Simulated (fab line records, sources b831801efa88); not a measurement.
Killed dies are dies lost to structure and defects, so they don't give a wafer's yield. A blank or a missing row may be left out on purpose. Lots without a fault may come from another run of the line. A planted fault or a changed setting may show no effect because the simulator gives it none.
One fault seen from 2 desks | flow gf180mcu | each desk has only its own numbers; what lay behind them comes last

THE METROLOGY DESK
What the gauges read, lot by lot, whatever tool the lot ran on: means of the sampled wafers that have a number. A lot is out of limits, marked OUT, if its mean lies more than 4 standard deviations from the usual mean; the brackets give that distance.
Columns: A = V5_CVD_00_THK at GF_V5_THK_MEAS_01, usual 301.4 nm
lot  | first seen here | A
L442 | day 26 15:51    | 299.6
L445 | day 27 16:13    | 302.2
L446 | day 28 00:53    | 302.1
L447 | day 28 07:23    | 295.9
L448 | day 28 19:20    | 301.4
L456 | day 30 14:41    | 298.4
L457 | day 30 23:09    | 304.0
L458 | day 31 04:33    | 303.4
L459 | day 31 14:44    | 298.0
L460 | day 31 18:30    | 303.6
L461 | day 31 19:44    | 298.3
L462 | day 32 05:35    | 301.4
L465 | day 32 20:07    | 297.7
This desk's finding: nothing out of limits on any of the 13 lots.

THE TOOL OWNER'S DESK: litho_track-04
The tool's own readings at GF_M5_PEB_05 (peb time 90 s): means of the sampled wafers that have a number, for each lot that ran on this tool. A lot is out of limits, marked OUT, if its mean lies more than 4 standard deviations from the usual mean; the brackets give that distance.
Columns: A = chill_plate_temp_C at GF_M5_PEB_05, usual 22.99 C; B = heater_power_total_W at GF_M5_PEB_05, usual 85.70 W
lot  | first seen here | A     | B
L442 | day 26 14:32    | 23.02 | 85.64
L445 | day 27 14:59    | 22.94 | 85.66
L446 | day 27 23:35    | 22.95 | 85.70
L448 | day 28 18:01    | 22.86 | 85.67
L456 | day 30 13:31    | 23.04 | 88.58 (+36) OUT
L458 | day 31 03:17    | 22.97 | 88.63 (+37) OUT
This desk's finding: out of limits on L456, L458; first on L456, day 30 13:31 (heater_power_total_W at GF_M5_PEB_05). In limits: L442, L445, L446, L448.

PUT TOGETHER
The tool owner's desk could have raised an alarm at day 30 13:31, on L456, L458.
The metrology desk saw nothing out of limits.
The metrology desk has L456, L458 on record, within its limits.
Of the lots named, all ran GF_M5_PEB_05 on litho_track-04.

WHAT THE SIMULATOR HAD PUT IN
Process parameter drift: litho_track-04, from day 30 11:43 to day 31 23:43, at GF_M5_PEB_05. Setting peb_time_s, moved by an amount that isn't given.
Lots struck among those shown: L456, L458.
Hours from the fault's start to each desk's first reading out of limits: the tool owner's desk, 2.
